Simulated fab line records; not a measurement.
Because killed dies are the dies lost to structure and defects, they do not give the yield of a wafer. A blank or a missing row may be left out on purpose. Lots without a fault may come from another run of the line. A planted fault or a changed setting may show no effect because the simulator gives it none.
fab line records -- flow sky130
record: lots: 13, wafers: 39, lastDay: 50
route steps=708 shown SONOS_ONO@185 GATE_OXIDE@189 POLY_GATE@227 PAD_OPEN@708
lots with no fault: from the same line, run without faults
startH: hours from the record's opening day to when the first of the lot's shown wafers began -- waitH: hours since the lot's step before -- " repeats the value in the row above -- L1.1+2: several wafers, shown together as one row -- - no value present, or no start provided -- * or withheld: withheld -- < > ~ a bound
route shown NAME@n: NAME is a module with steps in the file, n the number in the route of the first one -- usual: mean and standard deviation over wafers with no fault -- same: alike in all rows -- chamber/n: place in a boat -- sites: the reading at each site -- _std_site: standard deviation across them -- _edge_site: outer sites' mean less inner sites' -- radiusMm: for every site, how far away it sits from the centre of the wafer -- mask NAME#n: copy n -- behind: the last tool/chamber to shape the wafer -- hold: why the lot was held/for how many hours/how that ended -- device: the transistor (n, p or np) that didn't switch -- end of line: tests of these same wafers at the route's end -- for a step that has no rows: nothing shown but its recipe -- killed: dies that structure and defects cost at the first sort, which is not the same as the wafer's yield -- map: the dies of a wafer, with x for killed, . for not killed, _ for no die there
set.NAME: the setting as run; set.NAME@STEP: as run at that earlier step -- model.NAME: the simulator's own value behind a step, which no gauge read
a sample of lots followed through the steps of the route, with each step as a table and each wafer as a row
services: when a tool's chamber went out of use (startH, in hours from the record's first day, below 0 if earlier), for how many hours, and the reason
== steps ==
step: SKY_SONOS_ONO_STRIP_17
recipe: chemistry: O2/N2, powerW: 1400, pressureMtorr: 1500, platenTempC: withheld, o2FlowSccm: 3000, n2FlowSccm: 300, overashFraction: 0.5
usual: drypumpMotorCurrentA: 5.8/0.52, o2FlowSccm: 3001/8.5, oesProductAu: 0.710/0.0045, stripTimeToEndpointS: 14.10/0.047
same: overashFraction: 0.5
lot.wafer,tool,chamber,startH,waitH,drypumpMotorCurrentA,o2FlowSccm,oesProductAu,rfHoursCounterH,stripTimeToEndpointS
L786.1,plasmaAsher-04,0,290.87,0.0,6.6,3008,0.711,17,14.11
L786.4,plasmaAsher-04,1,290.87,0.0,5.5,3010,0.704,-,14.12
L786.5,plasmaAsher-04,0,290.87,0.0,6.6,3008,0.717,-,14.13
L787.1,plasmaAsher-04,1,298.56,0.0,5.4,3002,0.708,18,14.10
L787.2,plasmaAsher-04,0,298.56,0.0,6.6,3001,0.705,18,14.12
L787.4,plasmaAsher-04,0,298.56,0.0,6.6,2995,0.710,-,14.12
L788.1,plasmaAsher-01,1,306.80,0.0,5.7,3010,0.706,63,14.16
L788.4,plasmaAsher-01,0,306.80,0.0,6.1,2992,0.702,-,14.13
L788.6,plasmaAsher-01,1,306.80,0.0,5.7,2998,0.705,-,14.14
L790.1,plasmaAsher-04,0,321.11,0.0,6.6,2986,0.712,20,14.15
L790.4,plasmaAsher-04,1,321.11,0.0,5.5,2994,0.711,-,14.13
L790.6,plasmaAsher-04,0,321.11,0.0,6.6,2996,0.710,-,14.11
L791.1,plasmaAsher-02,1,331.57,0.0,6.2,2993,0.713,52,14.10
L791.2,plasmaAsher-02,0,331.57,0.0,4.9,3004,0.717,52,14.13
L791.6,plasmaAsher-02,0,331.57,0.0,5.0,2996,0.702,-,14.10
L792.1,plasmaAsher-04,0,338.20,0.0,6.6,2992,0.714,22,14.07
L792.4,plasmaAsher-04,1,338.20,0.0,5.5,3008,0.713,-,14.03
L792.5,plasmaAsher-04,0,338.20,0.0,6.6,2998,0.709,-,14.01
L793.3,plasmaAsher-04,1,342.02,0.0,5.5,2990,0.711,-,14.11
L793.5,plasmaAsher-04,0,342.02,0.0,6.6,3004,0.704,-,14.11
L793.6,plasmaAsher-04,1,342.02,0.0,5.5,2993,0.712,-,14.18
L794.1,plasmaAsher-01,1,356.90,0.0,5.7,3008,0.708,68,14.10
L794.2,plasmaAsher-01,0,356.90,0.0,6.1,2996,0.714,68,14.07
L794.5,plasmaAsher-01,0,356.90,0.0,6.1,2992,0.704,-,14.11
L796.2,plasmaAsher-02,1,369.04,0.0,6.2,2999,0.709,55,14.16
L796.3,plasmaAsher-02,1,369.04,0.0,6.2,2991,0.704,-,14.16
L796.5,plasmaAsher-02,1,369.04,0.0,6.2,2982,0.709,-,14.13
L798.1,plasmaAsher-02,1,385.45,0.0,6.1,3003,0.706,57,14.11
L798.2,plasmaAsher-02,0,385.45,0.0,4.9,3012,0.701,57,14.14
L798.3,plasmaAsher-02,0,385.45,0.0,4.9,3020,0.703,-,14.08
L800.3,plasmaAsher-01,0,409.81,0.0,6.1,2992,0.712,-,14.05
L800.4,plasmaAsher-01,1,409.81,0.0,5.7,3013,0.714,-,14.08
L800.5,plasmaAsher-01,1,409.81,0.0,5.7,3004,0.714,-,14.11
L805.1,plasmaAsher-02,0,459.85,0.0,5.0,3000,0.707,64,14.01
L805.4,plasmaAsher-02,1,459.85,0.0,6.2,3009,0.719,-,14.02
L805.5,plasmaAsher-02,0,459.85,0.0,4.9,2987,0.701,-,14.06
L806.2,plasmaAsher-04,1,476.25,0.0,5.5,3005,0.710,36,14.03
L806.4,plasmaAsher-04,1,476.25,0.0,5.5,3001,0.714,-,14.10
L806.5,plasmaAsher-04,1,476.25,0.0,5.5,3011,0.705,-,14.05
step: SKY_GATE_OXIDE_THK_MEAS_02
recipe: reads: SiO2_of_GATE_OXIDE_OXIDATION_01
usual: GATE_OXIDE_OXIDATION_00_THK: 10.25/0.24
lot.wafer,tool,chamber,startH,waitH,GATE_OXIDE_OXIDATION_00_THK[nm]
L786.1,filmMetro-03,-,292.90,0.0,10.29
L786.4,filmMetro-03,-,292.90,0.0,10.37
L786.5,filmMetro-03,-,292.90,0.0,10.28
L787.1,filmMetro-04,-,300.61,0.0,10.42
L787.2,filmMetro-04,-,300.61,0.0,10.56
L787.4,filmMetro-04,-,300.61,0.0,10.40
L788.1,filmMetro-04,-,309.45,0.0,10.11
L788.4,filmMetro-04,-,309.45,0.0,10.18
L788.6,filmMetro-04,-,309.45,0.0,10.08
L790.1,filmMetro-03,-,324.01,0.0,10.08
L790.4,filmMetro-03,-,324.01,0.0,10.20
L790.6,filmMetro-03,-,324.01,0.0,10.14
L791.1,filmMetro-04,-,333.27,0.0,10.07
L791.2,filmMetro-04,-,333.27,0.0,10.08
L791.6,filmMetro-04,-,333.27,0.0,10.23
L792.1,filmMetro-04,-,341.27,0.0,10.18
L792.4,filmMetro-04,-,341.27,0.0,10.23
L792.5,filmMetro-04,-,341.27,0.0,10.20
L793.3,filmMetro-01,-,344.23,0.0,9.90
L793.5,filmMetro-01,-,344.23,0.0,9.94
L793.6,filmMetro-01,-,344.23,0.0,10.05
L794.1,filmMetro-04,-,358.53,0.0,10.25
L794.2,filmMetro-04,-,358.53,0.0,10.24
L794.5,filmMetro-04,-,358.53,0.0,10.45
L796.2,filmMetro-03,-,370.92,0.0,10.52
L796.3,filmMetro-03,-,370.92,0.0,10.37
L796.5,filmMetro-03,-,370.92,0.0,10.46
L798.1,filmMetro-04,-,387.74,0.0,10.08
L798.2,filmMetro-04,-,387.74,0.0,10.23
L798.3,filmMetro-04,-,387.74,0.0,10.38
L800.3,filmMetro-01,-,414.73,0.0,10.19
L800.4,filmMetro-01,-,414.73,0.0,10.05
L800.5,filmMetro-01,-,414.73,0.0,10.01
L805.1,filmMetro-04,-,461.95,0.0,10.78
L805.4,filmMetro-04,-,461.95,0.0,10.71
L805.5,filmMetro-04,-,461.95,0.0,10.54
L806.2,filmMetro-01,-,477.87,0.0,10.51
L806.4,filmMetro-01,-,477.87,0.0,10.43
L806.5,filmMetro-01,-,477.87,0.0,10.31
step: SKY_GATE_OXIDE_CLEAN_15
recipe: chemistry: SC1/SC2, mix: 1:4:20, tempC: 70, timeS: 150, dry: n2Spin
usual: runLengthS: 177/3
lot.wafer,tool,chamber,startH,waitH,runLengthS
L786.1,wetBench-01,3,319.54,0.1,178
L786.4,wetBench-01,3,319.54,0.1,178
L786.5,wetBench-01,3,319.54,0.1,178
L787.1,wetBench-03,3,327.29,0.1,175
L787.2,wetBench-03,3,327.29,0.1,175
L787.4,wetBench-03,3,327.29,0.1,175
L788.1,wetBench-02,0,336.74,0.1,180
L788.4,wetBench-02,0,336.74,0.1,180
L788.6,wetBench-02,0,336.74,0.1,180
L790.1,wetBench-01,2,351.05,0.1,176
L790.4,wetBench-01,2,351.05,0.1,176
L790.6,wetBench-01,2,351.05,0.1,176
L791.1,wetBench-03,0,361.33,0.1,175
L791.2,wetBench-03,0,361.33,0.1,175
L791.6,wetBench-03,0,361.33,0.1,175
L792.1,wetBench-03,1,369.21,0.1,177
L792.4,wetBench-03,1,369.21,0.1,177
L792.5,wetBench-03,1,369.21,0.1,177
L793.3,wetBench-03,0,373.45,0.0,183
L793.5,wetBench-03,0,373.45,0.0,183
L793.6,wetBench-03,0,373.45,0.0,183
L794.1,wetBench-01,2,385.93,0.1,176
L794.2,wetBench-01,2,385.93,0.1,176
L794.5,wetBench-01,2,385.93,0.1,176
L796.2,wetBench-02,0,399.64,0.0,173
L796.3,wetBench-02,0,399.64,0.0,173
L796.5,wetBench-02,0,399.64,0.0,173
L798.1,wetBench-03,1,417.31,0.1,177
L798.2,wetBench-03,1,417.31,0.1,177
L798.3,wetBench-03,1,417.31,0.1,177
L800.3,wetBench-02,0,445.05,0.0,180
L800.4,wetBench-02,0,445.05,0.0,180
L800.5,wetBench-02,0,445.05,0.0,180
L805.1,wetBench-02,3,492.80,0.1,104
L805.4,wetBench-02,3,492.80,0.1,104
L805.5,wetBench-02,3,492.80,0.1,104
L806.2,wetBench-02,3,508.75,0.0,96
L806.4,wetBench-02,3,508.75,0.0,96
L806.5,wetBench-02,3,508.75,0.0,96
step: SKY_POLY_GATE_CD_MEAS_13
recipe: targetCdNm: 150
usual: cdNm: 150.2/1.4
lot.wafer,tool,chamber,startH,waitH,cdNm
L786.1,cdSem-02,-,380.38,-,149.0
L786.4,cdSem-02,-,380.38,-,148.7
L786.5,cdSem-02,-,380.38,-,148.9
L787.1,cdSem-01,-,388.05,-,149.1
L787.2,cdSem-01,-,388.05,-,148.2
L787.4,cdSem-01,-,388.05,-,148.3
L788.1,cdSem-02,-,403.57,-,149.5
L788.4,cdSem-02,-,403.57,-,147.8
L788.6,cdSem-02,-,403.57,-,148.9
L790.1,cdSem-02,-,417.21,-,149.9
L790.4,cdSem-02,-,417.21,-,150.8
L790.6,cdSem-02,-,417.21,-,150.2
L791.1,cdSem-01,-,424.80,-,152.8
L791.2,cdSem-01,-,424.80,-,152.1
L791.6,cdSem-01,-,424.80,-,153.6
L792.1,cdSem-01,-,434.71,-,151.5
L792.4,cdSem-01,-,434.71,-,152.0
L792.5,cdSem-01,-,434.71,-,151.2
L793.3,cdSem-01,-,438.19,-,151.0
L793.5,cdSem-01,-,438.19,-,152.5
L793.6,cdSem-01,-,438.19,-,152.0
L794.1,cdSem-02,-,450.48,-,150.3
L794.2,cdSem-02,-,450.48,-,151.0
L794.5,cdSem-02,-,450.48,-,150.5
L796.2,cdSem-02,-,466.80,-,148.5
L796.3,cdSem-02,-,466.80,-,148.5
L796.5,cdSem-02,-,466.80,-,149.9
L798.1,cdSem-01,-,486.98,-,152.6
L798.2,cdSem-01,-,486.98,-,150.5
L798.3,cdSem-01,-,486.98,-,150.5
L800.3,cdSem-02,-,512.55,-,152.3
L800.4,cdSem-02,-,512.55,-,153.1
L800.5,cdSem-02,-,512.55,-,152.5
L805.1,cdSem-01,-,559.45,-,148.3
L805.4,cdSem-01,-,559.45,-,147.3
L805.5,cdSem-01,-,559.45,-,149.5
L806.2,cdSem-02,-,573.45,-,150.2
L806.4,cdSem-02,-,573.45,-,149.4
L806.5,cdSem-02,-,573.45,-,149.6
step: SKY_PAD_OPEN_PROBE_99
usual: killed_at_M0_to_M3: 43/6.7, killed_at_M4_up: 3.1/1.9, killedAtContacts: 25/5, killedAtFrontEnd: 15/4, killedAtOther: 0.4/0.69, killedDies: 87/9.2, killedOpen: 46/7.1, killedShort: 40/6.8
same: grossDies: 492, killedAtBackSide: 0
lot.wafer,tool,chamber,startH,waitH,killed_at_M0_to_M3,killed_at_M4_up,killedAtContacts,killedAtFrontEnd,killedAtOther,killedDies,killedOpen,killedShort
L786.1,prober-02,-,1089.01,0.1,43,4,22,18,0,87,48,38
L786.4,prober-02,-,1089.16,0.2,48,5,31,20,0,104,58,46
L786.5,prober-02,-,1089.21,0.2,38,3,22,14,0,77,42,35
L787.1,prober-01,-,1092.52,0.1,44,1,24,24,0,93,46,47
L787.2,prober-01,-,1092.57,0.1,52,5,23,15,0,95,47,48
L787.4,prober-01,-,1092.67,0.2,53,9,27,17,1,107,46,61
L788.1,prober-01,-,1101.79,0.1,42,6,28,12,0,88,43,45
L788.4,prober-01,-,1101.94,0.2,36,5,24,17,2,84,46,38
L788.6,prober-01,-,1102.04,0.2,34,3,25,12,0,74,37,35
L790.1,prober-02,-,1116.12,0.1,48,1,19,14,0,82,41,41
L790.4,prober-02,-,1116.27,0.2,48,2,30,17,0,97,52,45
L790.6,prober-02,-,1116.37,0.2,51,2,24,19,0,96,48,48
L791.1,prober-01,-,1116.88,0.1,47,9,23,13,0,92,53,39
L791.2,prober-01,-,1116.93,0.1,48,5,25,18,0,96,53,43
L791.6,prober-01,-,1117.13,0.2,43,3,24,11,0,81,48,33
L792.1,prober-02,-,1124.52,0.1,54,3,26,12,1,96,55,41
L792.4,prober-02,-,1124.67,0.2,38,5,27,17,0,87,48,39
L792.5,prober-02,-,1124.72,0.2,34,4,29,14,0,81,57,24
L793.3,prober-01,-,1127.06,0.2,39,4,26,22,0,91,58,33
L793.5,prober-01,-,1127.16,0.2,33,6,19,15,0,73,43,29
L793.6,prober-01,-,1127.21,0.2,40,4,26,18,0,88,52,36
L794.1,prober-02,-,1129.51,0.1,35,3,35,12,1,86,49,37
L794.2,prober-02,-,1129.56,0.1,38,2,24,16,0,80,41,39
L794.5,prober-02,-,1129.71,0.2,40,6,30,12,0,88,36,51
L796.2,prober-02,-,1142.97,0.1,36,4,26,20,0,86,37,48
L796.3,prober-02,-,1143.02,0.2,36,3,12,11,1,63,29,34
L796.5,prober-02,-,1143.12,0.2,44,2,27,19,0,92,48,44
L798.1,prober-01,-,1155.94,0.1,43,1,26,16,0,86,44,42
L798.2,prober-01,-,1155.99,0.1,55,5,25,14,0,99,42,53
L798.3,prober-01,-,1156.04,0.2,38,2,31,15,0,86,46,38
L800.3,prober-02,-,1168.77,0.2,50,4,16,19,1,90,44,44
L800.4,prober-02,-,1168.82,0.2,55,4,20,15,1,95,58,36
L800.5,prober-02,-,1168.87,0.2,42,2,26,8,0,78,43,33
L805.1,prober-01,-,1195.83,0.1,49,3,34,14,1,101,52,48
L805.4,prober-01,-,1195.98,0.2,43,2,21,15,0,81,41,37
L805.5,prober-01,-,1196.03,0.2,45,2,26,11,1,85,47,38
L806.2,prober-02,-,1203.16,0.1,43,1,27,23,0,94,48,46
L806.4,prober-02,-,1203.26,0.2,48,1,23,12,0,84,53,31
L806.5,prober-02,-,1203.31,0.2,41,5,22,15,0,83,49,33
killed by level:class
L786.1 VIA2:geometricParticle:open=9 CONTACT:geometricParticle:open=8 FIELD_ISO:geometricParticle:open=7 CONTACT:geometricParticle:short=7 VIA1:geometricParticle:open=7 METAL2:geometricParticle:short=6 METAL1:geometricParticle:short=5 POLY_GATE:geometricParticle:open=4
L786.4 VIA1:geometricParticle:open=11 CONTACT:geometricParticle:open=11 LI_CONTACT:geometricParticle:open=8 CONTACT:geometricParticle:short=7 VIA3:geometricParticle:open=7 POLY_GATE:geometricParticle:open=6 VIA1:geometricParticle:short=6 VIA3:geometricParticle:short=6
L786.5 LI_CONTACT:geometricParticle:open=9 METAL1:geometricParticle:short=6 VIA1:geometricParticle:open=6 CONTACT:geometricParticle:open=5 VIA3:geometricParticle:open=5 POLY_GATE:geometricParticle:open=4 VIA2:geometricParticle:open=4 VIA2:geometricParticle:short=4
L787.1 VIA1:geometricParticle:open=9 LOCAL_INTERCONNECT:geometricParticle:short=7 VIA2:geometricParticle:open=7 VIA1:geometricParticle:short=6 LI_CONTACT:geometricParticle:open=5 FIELD_ISO:geometricParticle:short=5 POLY_GATE:geometricParticle:open=5 CONTACT:geometricParticle:open=5
L787.2 METAL1:geometricParticle:short=10 VIA1:geometricParticle:open=10 VIA3:geometricParticle:open=9 LOCAL_INTERCONNECT:geometricParticle:short=7 CONTACT:geometricParticle:open=6 METAL3:geometricParticle:short=5 CONTACT:geometricParticle:short=5 POLY_GATE:geometricParticle:open=4
L787.4 FIELD_ISO:geometricParticle:short=8 VIA1:geometricParticle:short=8 CONTACT:geometricParticle:open=7 LI_CONTACT:geometricParticle:open=7 LOCAL_INTERCONNECT:geometricParticle:short=7 VIA1:geometricParticle:open=7 VIA3:geometricParticle:open=7 METAL1:geometricParticle:short=6
L788.1 CONTACT:geometricParticle:open=10 LI_CONTACT:geometricParticle:open=9 VIA1:geometricParticle:open=8 METAL2:geometricParticle:short=7 METAL1:geometricParticle:short=6 VIA1:geometricParticle:short=5 METAL4:geometricParticle:short=5 LOCAL_INTERCONNECT:geometricParticle:short=4
L788.4 CONTACT:geometricParticle:open=10 VIA1:geometricParticle:short=7 FIELD_ISO:geometricParticle:short=6 VIA1:geometricParticle:open=6 METAL2:geometricParticle:short=6 FIELD_ISO:geometricParticle:open=5 LI_CONTACT:geometricParticle:open=5 LOCAL_INTERCONNECT:geometricParticle:short=5
L788.6 CONTACT:geometricParticle:open=10 METAL1:geometricParticle:short=7 VIA1:geometricParticle:open=7 LI_CONTACT:geometricParticle:short=5 VIA3:geometricParticle:open=5 LOCAL_INTERCONNECT:geometricParticle:short=4 POLY_GATE:geometricParticle:short=3 CONTACT:geometricParticle:short=3
L790.1 VIA2:geometricParticle:short=8 LI_CONTACT:geometricParticle:open=8 METAL1:geometricParticle:short=8 VIA2:geometricParticle:open=7 VIA3:geometricParticle:open=7 VIA1:geometricParticle:open=7 METAL2:geometricParticle:short=5 POLY_GATE:geometricParticle:short=4
L790.4 VIA1:geometricParticle:open=14 LI_CONTACT:geometricParticle:open=10 CONTACT:geometricParticle:open=9 CONTACT:geometricParticle:short=8 VIA1:geometricParticle:short=7 METAL2:geometricParticle:short=7 VIA2:geometricParticle:open=7 FIELD_ISO:geometricParticle:short=6
L790.6 VIA3:geometricParticle:open=10 METAL1:geometricParticle:short=9 VIA1:geometricParticle:open=8 CONTACT:geometricParticle:open=7 CONTACT:geometricParticle:short=7 METAL2:geometricParticle:short=7 VIA2:geometricParticle:open=6 LI_CONTACT:geometricParticle:open=5
L791.1 CONTACT:geometricParticle:open=11 VIA1:geometricParticle:open=10 VIA3:geometricParticle:open=10 POLY_GATE:geometricParticle:short=7 LI_CONTACT:geometricParticle:open=6 VIA2:geometricParticle:open=5 VIA2:geometricParticle:short=5 METAL1:geometricParticle:short=4
L791.2 CONTACT:geometricParticle:open=9 METAL2:geometricParticle:short=9 VIA1:geometricParticle:open=9 LI_CONTACT:geometricParticle:open=8 POLY_GATE:geometricParticle:open=5 METAL1:geometricParticle:short=5 VIA2:geometricParticle:open=5 VIA3:geometricParticle:open=5
L791.6 VIA1:geometricParticle:open=11 LI_CONTACT:geometricParticle:open=9 VIA3:geometricParticle:open=8 CONTACT:geometricParticle:open=7 METAL2:geometricParticle:short=5 VIA3:geometricParticle:short=5 VIA2:geometricParticle:open=4 VIA1:geometricParticle:short=4
L792.1 VIA1:geometricParticle:open=15 LI_CONTACT:geometricParticle:open=10 CONTACT:geometricParticle:open=9 VIA2:geometricParticle:open=9 VIA1:geometricParticle:short=7 METAL2:geometricParticle:short=6 VIA3:geometricParticle:open=5 POLY_GATE:geometricParticle:open=4
L792.4 VIA1:geometricParticle:open=10 FIELD_ISO:geometricParticle:short=8 CONTACT:geometricParticle:open=8 VIA2:geometricParticle:open=8 LI_CONTACT:geometricParticle:open=7 LI_CONTACT:geometricParticle:short=6 CONTACT:geometricParticle:short=6 METAL2:geometricParticle:short=6
L792.5 VIA2:geometricParticle:open=11 LI_CONTACT:geometricParticle:open=10 CONTACT:geometricParticle:open=10 VIA1:geometricParticle:open=9 POLY_GATE:geometricParticle:open=5 LI_CONTACT:geometricParticle:short=5 VIA3:geometricParticle:open=5 FIELD_ISO:geometricParticle:short=4
L793.3 CONTACT:geometricParticle:open=12 VIA1:geometricParticle:open=12 VIA3:geometricParticle:open=6 FIELD_ISO:geometricParticle:open=5 LI_CONTACT:geometricParticle:open=5 METAL1:geometricParticle:short=5 FIELD_ISO:geometricParticle:short=4 POLY_GATE:geometricParticle:short=4
L793.5 VIA1:geometricParticle:open=8 CONTACT:geometricParticle:open=8 POLY_GATE:geometricParticle:short=7 VIA2:geometricParticle:open=6 LI_CONTACT:geometricParticle:open=5 VIA3:geometricParticle:open=4 POLY_GATE:geometricParticle:open=3 METAL1:geometricParticle:short=3
L793.6 VIA1:geometricParticle:open=15 CONTACT:geometricParticle:open=13 METAL1:geometricParticle:short=5 LI_CONTACT:geometricParticle:open=5 FIELD_ISO:geometricParticle:short=4 POLY_GATE:geometricParticle:open=4 LI_CONTACT:geometricParticle:short=4 VIA1:geometricParticle:short=4
L794.1 CONTACT:geometricParticle:open=18 VIA1:geometricParticle:open=7 LOCAL_INTERCONNECT:geometricParticle:short=7 CONTACT:geometricParticle:short=7 FIELD_ISO:geometricParticle:open=5 VIA2:geometricParticle:open=5 METAL2:geometricParticle:short=4 VIA3:geometricParticle:open=4
L794.2 LI_CONTACT:geometricParticle:open=8 CONTACT:geometricParticle:open=7 VIA1:geometricParticle:short=6 VIA1:geometricParticle:open=6 CONTACT:geometricParticle:short=5 FIELD_ISO:geometricParticle:open=4 METAL1:geometricParticle:short=4 VIA2:geometricParticle:short=4
L794.5 CONTACT:geometricParticle:short=9 CONTACT:geometricParticle:open=8 VIA1:geometricParticle:open=7 LOCAL_INTERCONNECT:geometricParticle:short=7 FIELD_ISO:geometricParticle:short=5 VIA1:geometricParticle:short=5 METAL2:geometricParticle:short=5 VIA2:geometricParticle:open=4
L796.2 CONTACT:geometricParticle:open=9 FIELD_ISO:geometricParticle:short=8 VIA1:geometricParticle:open=6 METAL1:geometricParticle:short=6 LI_CONTACT:geometricParticle:short=5 METAL2:geometricParticle:short=5 CONTACT:geometricParticle:short=5 VIA3:geometricParticle:open=5
L796.3 VIA2:geometricParticle:open=8 METAL1:geometricParticle:short=7 VIA1:geometricParticle:short=5 LI_CONTACT:geometricParticle:short=5 FIELD_ISO:geometricParticle:short=4 CONTACT:geometricParticle:open=4 VIA1:geometricParticle:open=4 METAL3:geometricParticle:short=3
L796.5 CONTACT:geometricParticle:open=12 VIA1:geometricParticle:open=9 FIELD_ISO:geometricParticle:short=7 FIELD_ISO:geometricParticle:open=7 VIA2:geometricParticle:open=6 METAL2:geometricParticle:short=5 LOCAL_INTERCONNECT:geometricParticle:short=5 LI_CONTACT:geometricParticle:open=5
L798.1 VIA1:geometricParticle:open=10 LI_CONTACT:geometricParticle:open=9 VIA1:geometricParticle:short=9 CONTACT:geometricParticle:open=8 CONTACT:geometricParticle:short=7 METAL1:geometricParticle:short=7 POLY_GATE:geometricParticle:short=5 FIELD_ISO:geometricParticle:short=3
L798.2 VIA1:geometricParticle:short=10 VIA1:geometricParticle:open=10 METAL1:geometricParticle:short=9 CONTACT:geometricParticle:open=8 VIA2:geometricParticle:open=7 METAL2:geometricParticle:short=6 CONTACT:geometricParticle:short=5 VIA2:geometricParticle:short=4
L798.3 CONTACT:geometricParticle:open=9 LI_CONTACT:geometricParticle:open=8 FIELD_ISO:geometricParticle:open=7 VIA1:geometricParticle:short=7 CONTACT:geometricParticle:short=6 VIA1:geometricParticle:open=6 VIA2:geometricParticle:short=6 POLY_GATE:geometricParticle:open=5
L800.3 VIA1:geometricParticle:open=10 VIA3:geometricParticle:open=7 METAL1:geometricParticle:short=6 VIA2:geometricParticle:open=6 FIELD_ISO:geometricParticle:open=5 METAL2:geometricParticle:short=5 VIA1:geometricParticle:short=5 FIELD_ISO:geometricParticle:short=4
L800.4 VIA1:geometricParticle:open=18 VIA2:geometricParticle:open=6 METAL1:geometricParticle:short=6 VIA3:geometricParticle:open=6 POLY_GATE:geometricParticle:open=5 LOCAL_INTERCONNECT:geometricParticle:short=5 METAL2:geometricParticle:short=5 LI_CONTACT:geometricParticle:open=4
L800.5 VIA1:geometricParticle:open=12 CONTACT:geometricParticle:open=9 VIA2:geometricParticle:open=9 VIA1:geometricParticle:short=6 LOCAL_INTERCONNECT:geometricParticle:short=5 LI_CONTACT:geometricParticle:short=4 METAL1:geometricParticle:short=4 VIA2:geometricParticle:short=4
L805.1 CONTACT:geometricParticle:open=12 METAL1:geometricParticle:short=11 VIA1:geometricParticle:open=11 LI_CONTACT:geometricParticle:open=10 METAL2:geometricParticle:short=9 FIELD_ISO:geometricParticle:short=5 CONTACT:geometricParticle:short=5 FIELD_ISO:geometricParticle:open=4
L805.4 VIA1:geometricParticle:open=11 CONTACT:geometricParticle:open=6 CONTACT:geometricParticle:short=6 VIA3:geometricParticle:open=6 VIA2:geometricParticle:short=5 VIA2:geometricParticle:open=5 FIELD_ISO:geometricParticle:open=4 POLY_GATE:geometricParticle:short=4
L805.5 CONTACT:geometricParticle:open=11 VIA1:geometricParticle:open=10 METAL1:geometricParticle:short=8 METAL2:geometricParticle:short=6 FIELD_ISO:geometricParticle:open=5 LOCAL_INTERCONNECT:geometricParticle:short=5 VIA1:geometricParticle:short=5 VIA3:geometricParticle:open=5
L806.2 VIA1:geometricParticle:open=11 LOCAL_INTERCONNECT:geometricParticle:short=7 CONTACT:geometricParticle:open=7 METAL2:geometricParticle:short=7 VIA2:geometricParticle:open=6 POLY_GATE:geometricParticle:open=5 LI_CONTACT:geometricParticle:open=5 CONTACT:geometricParticle:short=5
L806.4 VIA1:geometricParticle:open=17 LI_CONTACT:geometricParticle:open=8 CONTACT:geometricParticle:open=7 VIA2:geometricParticle:open=7 VIA3:geometricParticle:short=7 VIA3:geometricParticle:open=6 CONTACT:geometricParticle:short=4 VIA2:geometricParticle:short=4
L806.5 CONTACT:geometricParticle:open=9 VIA1:geometricParticle:open=8 VIA3:geometricParticle:open=7 VIA1:geometricParticle:short=6 FIELD_ISO:geometricParticle:open=5 LI_CONTACT:geometricParticle:open=5 METAL2:geometricParticle:short=5 SPACER:geometricParticle:open=4
== services ==
tool,chamber,startH,hours,kind
plasmaAsher-02,-,323.51,1.4,repair
plasmaAsher-02,-,340.82,8.3,repair
plasmaAsher-01,-,349.45,1.0,repair
plasmaAsher-02,-,360.47,1.4,repair
plasmaAsher-01,-,386.79,1.9,repair
plasmaAsher-04,-,413.81,3.0,repair
plasmaAsher-01,-,421.25,9.0,pm
plasmaAsher-01,0,421.25,9.0,ventCycle
plasmaAsher-01,1,421.25,9.0,ventCycle
plasmaAsher-01,0,430.25,-,clean
plasmaAsher-01,1,430.25,-,clean
== key ==
firstSign: step: SKY_GATE_OXIDE_CLEAN_15, reading: runLengthS, direction: down, sigmas: 26, usual: *, struck: *
effect none on later readings
metAt SKY_GATE_OXIDE_CLEAN_15
struckLots L805,L806
struckWafers L805.1,L805.4,L805.5,L806.2,L806.4,L806.5
testerLeftOut L805,L806
notActingAt SKY_SONOS_ONO_STRIP_17,SKY_GATE_OXIDE_THK_MEAS_02,SKY_POLY_GATE_CD_MEAS_13
fault: kind: processParameterDrift, tool: wetBench-02, chamber: 3, onsetH: 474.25, steps: SKY_GATE_OXIDE_CLEAN_15, channel: timeS, offset: *, shape: step, endH: 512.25, actsIn: *, stated: *
testerLeftOut: of these lots the tester's yield and bins aren't shown, on N5 and GAA mostly nor the transistor test; their killed dies are dies lost to structure and defects alone, not to doping, threshold or leakage, so they don't give the yield
